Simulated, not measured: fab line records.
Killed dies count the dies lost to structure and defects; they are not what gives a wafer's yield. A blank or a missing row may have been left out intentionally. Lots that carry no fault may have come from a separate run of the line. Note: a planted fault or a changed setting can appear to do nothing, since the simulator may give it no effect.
Comparing a struck lot with a sound one :: flow sky130 :: 15 out of 708 route steps
Sound: these wafers, L756.1, L756.4, L756.6. Wafers L762.2, L762.4, L762.5 were the ones struck. At the end, the cause is stated.
Order at every step that has rows: each side's tool, ch and its chambers, its first start. Under that, the readings that differ: sound wafers :: struck wafers :: difference of the means :: sigmas: that difference in standard deviations of wafers without a fault.
alike: readings with means less than 2 such deviations apart, plus words and numbers identical on both sides. not compared: withheld readings, readings lacking a value on some wafer, bounds such as >300 that could conceal the same value, and numbers that have no deviation in the record and whose values overlap.
A row with sigmas, a row that says differs or no value, or rows on one side alone: a step with any of these is where the two part. When numbers do not overlap yet have no deviation, they are printed without sigmas and do not part them. Lack of a reading on every wafer of one side parts them only where that side has two or more wafers.

first, 4 steps without rows for these wafers: SKY_FIELD_ISO_SOFTBAKE_09 (time 90 s); SKY_FIELD_ISO_EXPOSE_10 (exposes mask FOM, target cd 150 nm); SKY_FIELD_ISO_PEB_11; SKY_FIELD_ISO_DEVELOP_12 (develop time 60 s).
SKY_FIELD_ISO_CD_MEAS_13: the cd target is 150 nm.
  sound on cdSem-02, day 3 21:55; struck on cdSem-01, day 5 06:17
  alike: cdNm
SKY_FIELD_ISO_ETCH_14: etches BARC in N2/H2, stops on SiO2, time 45.9 s, target depth 60 nm.
  sound on rieDiel-03 ch 0,1,3, day 3 22:02; struck on rieDiel-04 ch 0,2,3, day 5 06:23
  alike: biasW, chamberPressureMTorr, drypumpMotorCurrentA, oesProductAu, throttleValvePct
  not compared: rfHoursCounterH
SKY_FIELD_ISO_ETCH_15: etches the open film in CHF3/O2, stops on Si, target depth 180 nm, time 72 s.
  sound on rieDiel-03 ch 0,1,3, day 3 22:05; struck on rieDiel-04 ch 0,2,3, day 5 06:25
  alike: O2_flow_sccm, biasW, drypumpMotorCurrentA, oesProductAu, throttleValvePct
  not compared: rfHoursCounterH
SKY_FIELD_ISO_STRIP_16: strips in O2/N2.
  sound on plasmaAsher-03 ch 0,1, day 3 22:08; struck on plasmaAsher-02 ch 0,1, day 5 06:29
  alike: drypumpMotorCurrentA, oesProductAu, stripTimeToEndpointS
  not compared: rfHoursCounterH
SKY_FIELD_ISO_ETCH_17: etches Si in HBr/Cl2/O2, target depth 342 nm, time 97.7 s.
  sound on rieSi-02 ch 0,2,3, day 3 22:14; struck on rieSi-01 ch 1,2, day 5 06:35
  alike: HBr_flow_sccm, O2_flow_sccm, drypumpMotorCurrentA, oesProductAu, throttleValvePct
  not compared: rfHoursCounterH
then, 3 steps without rows for these wafers: SKY_FIELD_ISO_WET_ETCH_18 (etches Si3N4 in H3PO4, target depth 25 nm, time 286 s); SKY_FIELD_ISO_CLEAN_19 (cleans in SC1/SC2, time 150 s); SKY_FIELD_ISO_CLEAN_20 (cleans in dHF, time 20 s).
SKY_FIELD_ISO_WET_ETCH_21: etches SiO2 in dHF, target depth 20 nm, time 400 s.
  sound on wetBench-03 ch 3, day 3 22:29; struck on wetBench-03 ch 2, day 5 06:48
  no value came back on the struck wafers for bathHeatDutyPct (%), runLengthS (s), timeS (s); on the sound wafers bathHeatDutyPct (%) reads 6.8 7.3 6.9
then, 1 step without rows for these wafers: SKY_FIELD_ISO_OXIDATION_22 (stabilise 600 s, purge 300 s, target thk 10 nm).
-- the record jumps here: 44 days lie between the struck wafers' starts before and after (it left off in module FIELD_ISO and takes up again in module PAD_OPEN, whose first step shown is number 708 of the route) --
SKY_PAD_OPEN_PROBE_99:
  sound on prober-01, day 47 22:32; struck on prober-01, day 49 06:54
reading: killedAtFrontEnd
sound: 17 19 13
struck: 419 418 429
difference: +406
sigmas: +92

reading: killedDies
sound: 79 91 81
struck: 492 492 492
difference: +408
sigmas: +41

reading: killedOnRim
sound: 14 17 8
struck: 96 96 96
difference: +83
sigmas: +22
  alike: killed_at_M0_to_M3, killed_at_M4_up, killedAtContacts, killedAtOther, killedOpen, killedShort

WHERE THEY PART
At SKY_FIELD_ISO_WET_ETCH_21 first; at SKY_PAD_OPEN_PROBE_99 last (within this record only).

WHY: whatever the simulator had introduced
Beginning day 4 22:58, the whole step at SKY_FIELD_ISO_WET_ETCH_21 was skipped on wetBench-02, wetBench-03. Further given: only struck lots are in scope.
